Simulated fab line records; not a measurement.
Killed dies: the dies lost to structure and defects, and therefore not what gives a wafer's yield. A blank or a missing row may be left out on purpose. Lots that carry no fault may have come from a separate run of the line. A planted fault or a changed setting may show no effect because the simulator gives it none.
Which tool is to blame?    flow sky130    13 lots with 39 wafers sampled at 3 steps, on a route of 708 steps

WHAT THE GAUGES READ, wafer by wafer
SKY_LI_CONTACT_RS_MEAS_22: measures by four-point-probe. Usual: LI_CONTACT_W_RS 0.288 ohm/sq, standard deviation 0.0041.
lot   measured      on             LI_CONTACT_W_RS (ohm/sq)             flag
L269  day 29 05:02  film-metro-04  0.287 0.284 0.292                    
L270  day 29 23:37  film-metro-01  0.286 0.279 0.279                    
L272  day 30 14:29  film-metro-02  0.281 0.294 0.293                    
L271  day 30 16:56  film-metro-04  0.283 0.287 0.292                    
L273  day 31 01:07  film-metro-04  0.294 0.294 0.289                    
L274  day 31 08:49  film-metro-01  0.285 0.286 0.288                    
L280  day 34 06:13  film-metro-04  0.338 0.331 0.334 0.338 0.331 0.334  OFF
L282  day 34 08:07  film-metro-01  0.332 0.329 0.335 0.332 0.328 0.335  OFF
L285  day 34 13:04  film-metro-02  0.281 0.283 0.283                    
L286  day 34 18:05  film-metro-01  0.289 0.282 0.288                    
L287  day 35 08:29  film-metro-01  0.292 0.282 0.285                    
L288  day 35 10:42  film-metro-01  0.286 0.287 0.291                    
L292  day 36 17:51  film-metro-02  0.290 0.286 0.288                    

SKY_LI_CONTACT_THK_MEAS_23: measures by xrf. Usual: LI_CONTACT_W_THK 405 nm, standard deviation 6.7.
lot   measured      on             LI_CONTACT_W_THK (nm)    flag
L269  day 29 05:08  film-metro-04  410 415 402              
L270  day 29 23:44  film-metro-01  403 415 411              
L272  day 30 14:35  film-metro-02  419 402 399              
L271  day 30 17:04  film-metro-04  418 411 405              
L273  day 31 01:13  film-metro-04  400 396 407              
L274  day 31 08:56  film-metro-01  406 407 405              
L280  day 34 10:19  film-metro-04  343 351 350 346 354 351  OFF
L282  day 34 15:44  film-metro-01  348 352 346 351 348 343  OFF
L285  day 34 13:11  film-metro-02  414 409 410              
L286  day 34 18:11  film-metro-01  399 407 398              
L287  day 35 08:35  film-metro-01  394 409 405              
L288  day 35 10:49  film-metro-01  405 400 400              
L292  day 36 17:56  film-metro-02  407 411 411              

EACH LOT AND THE TOOL THAT RAN IT (in order: tool; ch and the chambers of the sampled wafers; start)
lot   SKY_LI_CONTACT_CVD_21
L269  cvd-w-01 ch 0,1, day 29 04:55
L270  cvd-w-02 ch 0,1, day 29 23:29
L272  cvd-w-01 ch 0,1, day 30 14:21
L271  cvd-w-01 ch 0,1, day 30 16:49
L273  cvd-w-01 ch 0, day 31 00:58
L274  cvd-w-02 ch 0,1, day 31 08:41
L280  cvd-w-01 ch 0, day 34 06:01
L282  cvd-w-01 ch 0, day 34 07:52
L285  cvd-w-02 ch 0, day 34 12:56
L286  cvd-w-02 ch 0,1, day 34 17:57
L287  cvd-w-02 ch 0,1, day 35 08:22
L288  cvd-w-02 ch 0,1, day 35 10:35
L292  cvd-w-01 ch 0,1, day 36 17:42
- SKY_LI_CONTACT_CVD_21: deposits W, target thk 400 nm, time 120.56 s.

AS READ BY THE TOOLS THEMSELVES (means over the sampled wafers that have a number; for cases with no such wafer, the mark the record gives instead)
SKY_LI_CONTACT_CVD_21. Usual: chamber-pressure-Torr 40.00 Torr, standard deviation 0.091; heater-power-w 887 W, standard deviation 92.
lot   tool      chamber-pressure-Torr (Torr)  heater-power-w (W)  flag
L269  cvd-w-01  40.00                         954                 
L270  cvd-w-02  40.08                         821                 
L272  cvd-w-01  39.94                         978                 
L271  cvd-w-01  40.09                         948                 
L273  cvd-w-01  39.94                         961                 
L274  cvd-w-02  40.08                         834                 
L280  cvd-w-01  31.00                         956                 OFF
L282  cvd-w-01  30.82                         959                 OFF
L285  cvd-w-02  39.96                         879                 
L286  cvd-w-02  39.96                         785                 
L287  cvd-w-02  40.01                         841                 
L288  cvd-w-02  40.03                         825                 
L292  cvd-w-01  39.95                         961                 

THE ANSWER, worked out from the rows above alone
Rule: take the mean of a lot's wafers that have a number; if it is more than 3 standard deviations from the usual mean, the lot is off. Also off: a lot with no number at a reading for which 4 or more lots have one. Where the step has rows for the other lots, those lots are counted as sound. First the gauges in route order, then the tools' own readings, where a lot's mean is used as printed above. The first step at which some lot is off is used, and at that step the reading that is off furthest; a lot without a number counts as furthest.
Off: L280, L282, seen at SKY_LI_CONTACT_RS_MEAS_22 (LI_CONTACT_W_RS).
If a tool, at a process step before that reading, ran all the lots that are off and no sound lot after the first of them, it fits. The gauges at SKY_LI_CONTACT_RS_MEAS_22 aren't tried: what is off there is off at SKY_LI_CONTACT_CVD_21 too, on other tools, and a gauge's error can't cause that. Of those tried, none fits.

WHAT THE SIMULATOR PUT IN
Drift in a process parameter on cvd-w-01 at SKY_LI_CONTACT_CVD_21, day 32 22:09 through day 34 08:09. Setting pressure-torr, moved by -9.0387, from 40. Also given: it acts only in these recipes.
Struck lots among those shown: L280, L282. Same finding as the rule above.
